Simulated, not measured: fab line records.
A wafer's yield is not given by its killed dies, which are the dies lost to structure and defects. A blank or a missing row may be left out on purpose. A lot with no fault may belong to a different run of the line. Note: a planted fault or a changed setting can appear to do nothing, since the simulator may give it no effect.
Chamber matching	flow gf180mcu	4 sister chambers for GF_V4_ETCH_16 on rie_diel-03
The step etches BARC in N2/H2. 8 wafers are shown with their chamber, then 8 later ones without.

EACH WAFER AND ITS CHAMBER
wafer	chamber	throttle_valve_pct (%)	oes_product_au (a.u.)
L079.2	0	13.222	0.863
L079.3	1	13.232	0.859
L081.1	1	13.237	0.858
L081.4	2	13.222	0.862
L081.5	2	13.231	0.849
L083.5	0	13.228	0.856
L083.6	3	13.219	0.865
L085.1	3	13.241	0.852

WAFERS MISSING THEIR CHAMBER
wafer	throttle_valve_pct (%)	oes_product_au (a.u.)
L085.2	13.213	0.851
L085.5	13.219	0.852
L091.2	13.233	0.853
L091.5	13.197	0.853
L091.6	13.230	0.858
L096.1	13.235	0.853
L096.2	13.228	0.856
L096.6	13.235	0.852

THE CHAMBER EACH PASSED THROUGH
wafer	from the rows above	in truth
L085.2	can't be placed: 2 or 0 or 3 or 1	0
L085.5	can't be placed: 2 or 0 or 3 or 1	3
L091.2	can't be placed: 1 or 2 or 3 or 0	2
L091.5	can't be placed: 0 or 2 or 3 or 1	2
L091.6	can't be placed: 3 or 1 or 2 or 0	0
L096.1	can't be placed: 1 or 3 or 2 or 0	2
L096.2	can't be placed: 2 or 3 or 0 or 1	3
L096.6	can't be placed: 1 or 2 or 3 or 0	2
Correctly placed: 0 of 8. These rows do not allow placing 8 (true chamber among the candidates in 8). Wrongly placed: 0.
How it was worked out, from the rows above alone: a wafer's distance from a chamber is the root of the sum, over the readings, of the square of ((its reading less the chamber's mean) divided by the reading's scatter). If the next closest chamber is less than 2 further off than the closest, the wafer can't be placed; otherwise it belongs to the closest. The mean given for a chamber averages the wafers shown for that chamber. The scatter: the root of (the sum of the squares of (reading less its chamber's mean) over the shown wafers, divided by (wafers less chambers)).
